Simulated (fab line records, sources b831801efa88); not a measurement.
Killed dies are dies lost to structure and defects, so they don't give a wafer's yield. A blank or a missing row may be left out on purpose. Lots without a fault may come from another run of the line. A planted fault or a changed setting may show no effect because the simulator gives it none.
fab line records | flow sky130
record lots=6 wafers=18 last_day=49
route steps=708 shown METAL3@556 PAD_OPEN@708
lots that met no fault: from a run of the same line without faults
start_h: hours from the record's first day to the start of the lot's first wafer shown | wait_h: hours since the lot's step before | " the same as in the row above | L1.1+2: a row that stands for several wafers | - no value, or no start given | * or withheld: withheld | < > ~ a bound
route shown NAME@n: a module of which the file shows steps, and the number in the route of the first | usual: mean/standard deviation of fault-free wafers | same: alike in all rows | chamber/n: place in a boat | sites: the reading at each site | _std_site: their standard deviation | _edge_site: outer sites' mean less inner sites' | radius_mm: how far each site lies from the wafer's centre | mask NAME#n: copy n | behind: the tool/chamber that last shaped the wafer | hold: why the lot was held/for how many hours/how that ended | device: the transistor (n, p or np) that didn't switch | end of line: the same wafers' tests at the end of the route | a step without rows: its recipe alone | killed: dies lost to structure and defects at the first sort, not the wafer's yield | map: a wafer's dies, x killed, . not, _ none there
set.NAME: the setting as run; set.NAME@STEP: as run at that earlier step | model.NAME: the simulator's own value behind a step, which no gauge read
lots at some steps of the route; a table a step, a row a wafer
services: from which hour (start_h, from the record's first day; less than 0 if before it) a tool's chamber was out of use, for how many hours, and why
## steps
# step SKY_METAL3_HMDS_06
# recipe prime_time_s=60 prime_temp_c=120
# step SKY_METAL3_COAT_07
# recipe resist=BARC temp_c=withheld time_s=withheld spin_rpm=3000 resist_thk_nm=60
# step SKY_METAL3_COAT_08
# recipe resist=KrF-thick spin_rpm=3000 resist_thk_nm=1140
# step SKY_METAL3_SOFTBAKE_09
# recipe temp_c=100 time_s=90 resist=KrF-thick
# step SKY_METAL3_EXPOSE_10
# recipe mask_id=MM3 na=0.68 source_shape=annular sigma_inner=0.4 sigma_outer=0.8 target_cd_nm=300 dose_mj=28
# step SKY_METAL3_PEB_11
# recipe peb_temp_c=withheld peb_time_s=withheld resist=KrF-thick
# step SKY_METAL3_DEVELOP_12
# recipe develop_time_s=60 resist=KrF-thick dev_temp_c=21
# step SKY_METAL3_CD_MEAS_13
# recipe target_cd_nm=300
# usual cd_nm=299.8/1.3
# columns lot.wafer tool chamber start_h wait_h cd_nm
L582.1 cd_sem-02 - 909.76 - 301.6
L582.5 " - " " 300.4
L582.6 " - " " 302.3
L586.1 cd_sem-02 - 946.81 - 300.2
L586.4 " - " " 300.0
L586.5 " - " " 300.6
L592.2 cd_sem-02 - 977.85 - 299.1
L592.4 " - " " 297.3
L592.5 " - " " 299.2
L593.1 cd_sem-01 - 991.62 - 299.2
L593.2 " - " " 301.0
L593.4 " - " " 299.6
L595.1 cd_sem-01 - 1003.93 - 299.9
L595.2 " - " " 299.6
L595.4 " - " " 299.3
L597.3 cd_sem-02 - 1011.80 - 299.6
L597.4 " - " " 298.5
L597.6 " - " " 300.1
# step SKY_METAL3_OVL_MEAS_14
# usual METAL3_OVL=3/5.6
# columns lot.wafer tool chamber start_h wait_h METAL3_OVL[nm]
L582.1 overlay-02 - 909.88 0.1 8
L582.5 " - " " 16
L582.6 " - " " 2
L586.1 overlay-01 - 946.93 0.1 1
L586.4 " - " " -1
L586.5 " - " " 3
L592.2 overlay-02 - 977.96 0.1 4
L592.4 " - " " 2
L592.5 " - " " 2
L593.1 overlay-01 - 991.74 0.1 7
L593.2 " - " " 1
L593.4 " - " " 5
L595.1 overlay-01 - 1004.05 0.1 8
L595.2 " - " " 5
L595.4 " - " " 11
L597.3 overlay-01 - 1011.89 0.1 3
L597.4 " - " " 1
L597.6 " - " " 6
# step SKY_METAL3_DESCUM_15
# recipe chemistry=O2 source_power_w=150 bias_power_w=0 pressure_mtorr=10 temp_c=40 time_s=8
# usual chamber_pressure_mTorr=10.000/0.0089 drypump_motor_current_A=5.6/0.42 oes_product_au=0.993/0.0093
# columns lot.wafer tool chamber start_h wait_h chamber_pressure_mTorr drypump_motor_current_A oes_product_au rf_hours_counter_h
L582.1 rie_metal-04 1 909.91 0.0 10.014 5.2 0.984 14
L582.5 " 1 " " 9.992 5.2 0.992 -
L582.6 " 0 " " 9.988 5.9 0.991 -
L586.1 rie_metal-03 1 946.96 0.0 10.001 5.0 0.991 15
L586.4 " 1 " " 10.007 5.0 0.995 -
L586.5 " 0 " " 10.007 6.0 0.997 -
L592.2 rie_metal-03 0 977.99 0.0 9.995 6.0 0.999 3
L592.4 " 0 " " 10.001 6.0 1.006 -
L592.5 " 0 " " 10.012 6.0 1.003 -
L593.1 rie_metal-03 1 991.77 0.0 9.998 5.0 0.977 17
L593.2 " 0 " " 10.000 5.9 0.992 3
L593.4 " 0 " " 10.015 5.9 0.989 -
L595.1 rie_metal-04 1 1004.09 0.0 10.001 5.2 0.998 18
L595.2 " 0 " " 10.009 6.0 0.994 14
L595.4 " 0 " " 10.004 6.0 0.999 -
L597.3 rie_metal-04 1 1011.92 0.0 9.998 5.2 1.004 -
L597.4 " 0 " " 10.002 5.9 0.994 -
L597.6 " 0 " " 10.006 5.9 1.004 -
# step SKY_METAL3_ETCH_16
# recipe chemistry=N2/H2 target=BARC ion_energy_ev=200 bias_w=100 pressure_mtorr=30 n2_flow_sccm=100 h2_flow_sccm=200 icp_w=500 stop_on=SiO2 time_s=88.2 target_depth_a=600
# usual chamber_pressure_mTorr=30.000/0.029 drypump_motor_current_A=5.6/0.42 n2_flow_sccm=100.1/0.31 oes_product_au=0.625/0.0044 throttle_valve_pct=13.205/0.0086
# columns lot.wafer tool chamber start_h wait_h chamber_pressure_mTorr drypump_motor_current_A n2_flow_sccm oes_product_au rf_hours_counter_h throttle_valve_pct
L582.1 rie_metal-04 1 909.94 0.0 30.001 5.2 100.0 0.621 14 13.212
L582.5 " 1 " " 29.976 5.2 100.5 0.628 - 13.201
L582.6 " 0 " " 30.009 5.9 99.7 0.624 - 13.207
L586.1 rie_metal-03 1 946.99 0.0 30.025 5.0 100.1 0.624 15 13.204
L586.4 " 1 " " 30.015 5.0 99.7 0.626 - 13.216
L586.5 " 0 " " 30.002 6.0 100.1 0.620 - 13.217
L592.2 rie_metal-03 0 978.02 0.0 30.039 6.0 99.8 0.626 3 13.200
L592.4 " 0 " " 30.014 6.0 100.0 0.621 - 13.209
L592.5 " 0 " " 29.989 6.0 99.7 0.622 - 13.208
L593.1 rie_metal-03 1 991.80 0.0 29.973 5.0 99.8 0.626 17 13.192
L593.2 " 0 " " 30.051 5.9 99.7 0.616 3 13.207
L593.4 " 0 " " 30.023 6.0 100.4 0.626 - 13.210
L595.1 rie_metal-04 1 1004.12 0.0 29.992 5.2 100.3 0.628 18 13.190
L595.2 " 0 " " 29.976 5.9 99.9 0.625 14 13.209
L595.4 " 0 " " 29.986 5.9 99.8 0.624 - 13.215
L597.3 rie_metal-04 1 1011.98 0.0 30.031 5.2 100.0 0.629 - 13.213
L597.4 " 0 " " 30.018 6.0 99.9 0.626 - 13.209
L597.6 " 0 " " 29.981 6.0 100.3 0.621 - 13.205
# step SKY_METAL3_ETCH_17
# recipe target=SiO2 stop_on=TiN chemistry=C4F8/O2/Ar source_w=1500 bias_w=1200 pressure_mtorr=40 c4f8_flow_sccm=withheld O2_flow_sccm=6 Ar_flow_sccm=300 time_s=3.9 target_depth_a=150
# usual chamber_pressure_mTorr=40.00/0.039 oes_product_au=0.756/0.0075
# columns lot.wafer tool chamber start_h wait_h chamber_pressure_mTorr oes_product_au rf_hours_counter_h
L582.1 rie_diel-02 3 910.04 0.1 40.01 0.750 13
L582.5 " 1 " " 39.92 0.763 -
L582.6 " 0 " " 40.00 0.758 -
L586.1 rie_diel-02 3 947.09 0.1 39.99 0.740 14
L586.4 " 0 " " 40.02 0.755 -
L586.5 " 3 " " 40.05 0.759 -
L592.2 rie_diel-03 1 978.12 0.1 40.01 0.753 22
L592.4 " 0 " " 40.02 0.749 22
L592.5 " 0 " " 40.02 0.764 -
L593.1 rie_diel-02 2 991.90 0.1 40.01 0.767 26
L593.2 " 3 " " 39.98 0.754 15
L593.4 " 0 " " 40.04 0.760 21
L595.1 rie_diel-04 3 1004.22 0.1 40.01 0.749 15
L595.2 " 1 " " 40.03 0.758 13
L595.4 " 0 " " 40.03 0.768 22
L597.3 rie_diel-03 3 1012.04 0.0 40.02 0.761 18
L597.4 " 1 " " 39.97 0.766 23
L597.6 " 3 " " 39.95 0.762 -
# step SKY_METAL3_METAL_ETCH_18
# recipe target_depth_a=8450 stop_on=SiO2 over_etch_frac=0.3 time_s=183.1 chemistry=Cl2/BCl3 resist_sidewall_deg=88 pressure_mtorr=10 icp_w=900 bias_w=48.5 Cl2_flow_sccm=60 bcl3_flow_sccm=30
# usual chamber_pressure_mTorr=10.000/0.0097 drypump_motor_current_A=5.5/0.39 oes_product_au=0.868/0.0069 throttle_valve_pct=22.265/0.0095
# columns lot.wafer tool chamber start_h wait_h chamber_pressure_mTorr drypump_motor_current_A oes_product_au rf_hours_counter_h throttle_valve_pct model.KrF-thick_of_METAL3_COAT_08.thk_nm
L582.1 rie_metal-03 1 910.06 0.0 9.981 5.0 0.861 12 22.263 545
L582.5 " 0 " " 10.013 6.0 0.863 - 22.259 534.2
L582.6 " 1 " " 9.993 5.0 0.870 - 22.281 552.4
L586.1 rie_metal-04 1 947.11 0.0 9.999 5.2 0.870 15 22.267 537.6
L586.4 " 0 " " 9.992 5.9 0.861 - 22.276 538.9
L586.5 " 1 " " 10.008 5.2 0.868 - 22.262 532
L592.2 rie_metal-04 1 978.14 0.0 12.002 5.2 0.870 17 22.264 515.1
L592.4 " 0 " " 12.011 5.9 0.867 - 22.297 507.4
L592.5 " 0 " " 11.993 5.9 0.866 - 22.262 505.7
L593.1 rie_metal-04 0 991.92 0.0 12.003 5.9 0.867 14 22.258 513.3
L593.2 " 1 " " 11.996 5.2 0.869 18 22.259 522.6
L593.4 " 0 " " 12.011 5.9 0.874 - 22.238 511.1
L595.1 rie_metal-01 1 1004.24 0.0 9.994 5.3 0.863 16 22.283 522.4
L595.2 " 0 " " 9.985 5.7 0.873 3 22.289 522.2
L595.4 " 0 " " 9.991 5.7 0.879 - 22.277 523.5
L597.3 rie_metal-03 1 1012.12 0.1 10.004 5.0 0.858 - 22.268 541
L597.4 " 0 " " 9.994 5.9 0.867 - 22.258 534.3
L597.6 " 0 " " 9.999 5.9 0.876 - 22.255 527.3
# step SKY_METAL3_STRIP_19
# recipe chemistry=O2/N2 power_w=1400 pressure_mtorr=1500 platen_temp_c=withheld o2_flow_sccm=3000 n2_flow_sccm=300 overash_fraction=0.5
# usual chamber_pressure_mTorr=1500.0/1.3 drypump_motor_current_A=5.4/0.43 n2_flow_sccm=300.1/0.86 o2_flow_sccm=2998/10 oes_product_au=0.504/0.0048 strip_time_to_endpoint_s=6.58/0.075
# columns lot.wafer tool chamber start_h wait_h chamber_pressure_mTorr drypump_motor_current_A n2_flow_sccm o2_flow_sccm oes_product_au rf_hours_counter_h strip_time_to_endpoint_s
L582.1 plasma_asher-01 0 910.24 0.1 1500.3 5.2 299.4 2990 0.513 47 6.71
L582.5 " 0 " " 1499.2 5.2 301.1 2991 0.499 - 6.60
L582.6 " 1 " " 1502.8 5.3 299.3 2990 0.511 - 6.79
L586.1 plasma_asher-04 0 947.29 0.1 1499.3 5.2 299.7 3004 0.506 106 6.65
L586.4 " 1 " " 1501.3 5.2 298.0 3006 0.511 - 6.64
L586.5 " 1 " " 1498.5 5.2 300.4 2992 0.502 - 6.58
L592.2 plasma_asher-04 1 978.32 0.1 1502.4 5.2 300.6 3001 0.496 109 6.43
L592.4 " 1 " " 1499.0 5.2 301.9 2997 0.503 - 6.33
L592.5 " 0 " " 1499.5 5.2 301.4 2991 0.492 - 6.34
L593.1 plasma_asher-01 1 992.10 0.1 1501.2 5.3 300.0 3000 0.494 54 6.40
L593.2 " 0 " " 1501.1 5.2 299.0 2992 0.498 54 6.50
L593.4 " 1 " " 1497.5 5.3 299.9 3001 0.494 - 6.38
L595.1 plasma_asher-04 1 1004.42 0.1 1501.9 5.1 300.1 2991 0.499 112 6.51
L595.2 " 0 " " 1499.9 5.2 300.8 2990 0.507 112 6.47
L595.4 " 1 " " 1497.9 5.2 300.0 2988 0.508 - 6.50
L597.3 plasma_asher-01 0 1012.27 0.1 1501.6 5.2 300.2 3001 0.509 - 6.68
L597.4 " 1 " " 1500.8 5.3 299.4 3002 0.503 - 6.62
L597.6 " 1 " " 1497.3 5.3 300.0 2993 0.507 - 6.54
# step SKY_PAD_OPEN_PROBE_99
# usual defect_limited_yield=82.2/2 killed_at_M0_to_M3=45/7.2 killed_at_M4_up=3.0/1.8 killed_at_contacts=25/6.1 killed_at_front_end=14/4.4 killed_at_other=0.2/0.44 killed_dies=88/10 killed_open=48/7.4 killed_short=40/6.3 sort_bin_3_pad_short=0.9/0.41 sort_bin_5_function=10.6/1.5 sort_bin_6_memory=6.4/1.2 sort_n_pass=404/10 sort_yield_pct=82.2/2
# same gross_dies=492 killed_at_back_side=0 sort_bin_4_leakage[%]=0 sort_bin_8_speed[%]=0
# columns lot.wafer tool chamber start_h wait_h defect_limited_yield[%] killed_at_M0_to_M3 killed_at_M4_up killed_at_contacts killed_at_front_end killed_at_other killed_dies killed_open killed_short sort_bin_3_pad_short[%] sort_bin_5_function[%] sort_bin_6_memory[%] sort_n_pass sort_yield_pct[%]
L593.1 prober-01 - 1149.49 0.1 81.7 49 2 25 14 0 90 51 39 1.2 9.3 7.7 402 81.7
L593.2 prober-01 - 1149.54 0.1 80.7 49 5 15 26 0 95 39 56 1.0 12.2 6.1 397 80.7
L593.4 prober-01 - 1149.64 0.2 80.7 53 3 25 13 1 95 53 42 0.8 11.4 7.1 397 80.7
L595.1 prober-01 - 1160.23 0.1 80.5 45 3 30 17 1 96 45 51 0.4 11.6 7.5 396 80.5
L595.2 prober-01 - 1160.28 0.1 81.3 51 3 32 6 0 92 61 31 1.0 11.2 6.5 400 81.3
L595.4 prober-01 - 1160.38 0.2 79.9 55 3 24 17 0 99 57 42 0.6 11.2 8.3 393 79.9
# killed by level:class
L593.1 VIA1:geometric_particle:open=14 CONTACT:geometric_particle:open=10 LI_CONTACT:geometric_particle:open=9 VIA2:geometric_particle:short=6 VIA3:geometric_particle:open=5 METAL2:geometric_particle:short=5 VIA2:geometric_particle:open=5 METAL3:geometric_particle:short=5
L593.2 POLY_GATE:geometric_particle:short=9 VIA1:geometric_particle:open=9 VIA3:geometric_particle:open=7 POLY_GATE:geometric_particle:open=6 VIA2:geometric_particle:short=6 METAL1:geometric_particle:short=6 VIA1:geometric_particle:short=6 CONTACT:geometric_particle:open=5
L593.4 VIA1:geometric_particle:open=12 CONTACT:geometric_particle:open=11 VIA3:geometric_particle:open=8 POLY_GATE:geometric_particle:open=6 METAL1:geometric_particle:short=6 LI_CONTACT:geometric_particle:open=5 METAL2:geometric_particle:short=5 VIA1:geometric_particle:short=5
L595.1 LI_CONTACT:geometric_particle:open=7 CONTACT:geometric_particle:open=7 VIA2:geometric_particle:open=7 VIA1:geometric_particle:short=7 VIA3:geometric_particle:open=7 FIELD_ISO:geometric_particle:short=6 CONTACT:geometric_particle:short=6 VIA1:geometric_particle:open=6
L595.2 VIA1:geometric_particle:open=13 VIA2:geometric_particle:open=11 CONTACT:geometric_particle:open=9 VIA3:geometric_particle:open=8 LI_CONTACT:geometric_particle:open=7 VIA1:geometric_particle:short=7 LOCAL_INTERCONNECT:geometric_particle:short=6 METAL2:geometric_particle:short=5
L595.4 VIA1:geometric_particle:open=12 VIA2:geometric_particle:open=10 LI_CONTACT:geometric_particle:open=8 VIA3:geometric_particle:open=8 CONTACT:geometric_particle:open=6 LOCAL_INTERCONNECT:geometric_particle:short=5 METAL2:geometric_particle:short=5 CONTACT:geometric_particle:short=5
## services
# columns tool chamber start_h hours kind
rie_metal-03 1 886.46 3.0 repair
rie_diel-02 - 901.33 2.8 pm
rie_metal-01 0 911.18 - clean
rie_metal-01 0 911.18 22.0 scheduled_down
rie_metal-01 0 911.18 22.0 vent_cycle
rie_metal-03 0 913.25 - clean
rie_metal-03 0 913.25 17.9 scheduled_down
rie_metal-03 0 913.25 17.9 vent_cycle
rie_metal-01 - 918.38 0.2 repair
rie_diel-02 2 923.05 2.4 repair
rie_diel-02 2 942.38 8.4 repair
plasma_asher-01 - 961.05 5.9 repair
plasma_asher-01 - 975.02 0.5 repair
rie_diel-04 3 980.33 1.7 repair
rie_diel-03 0 995.95 4.9 repair
## key
first_sign step=SKY_METAL3_METAL_ETCH_18 reading=chamber_pressure_mTorr direction=up sigmas=99+ usual=10.000 struck=12.003
effect none on later readings
model_effect step=SKY_METAL3_METAL_ETCH_18 value=KrF-thick_of_METAL3_COAT_08.thk_nm without=526.6 struck=512.5
met_at SKY_METAL3_METAL_ETCH_18
struck_wafers L592.2,L592.4,L592.5,L593.1,L593.2,L593.4
onset_between 947.11 978.14
fault kind=process_parameter_drift tool=rie_metal-04 chamber=- onset_h=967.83 steps=SKY_METAL3_METAL_ETCH_18 channel=pressure_mtorr offset=2 shape=step end_h=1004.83 acts_in=these_recipes_only stated=10
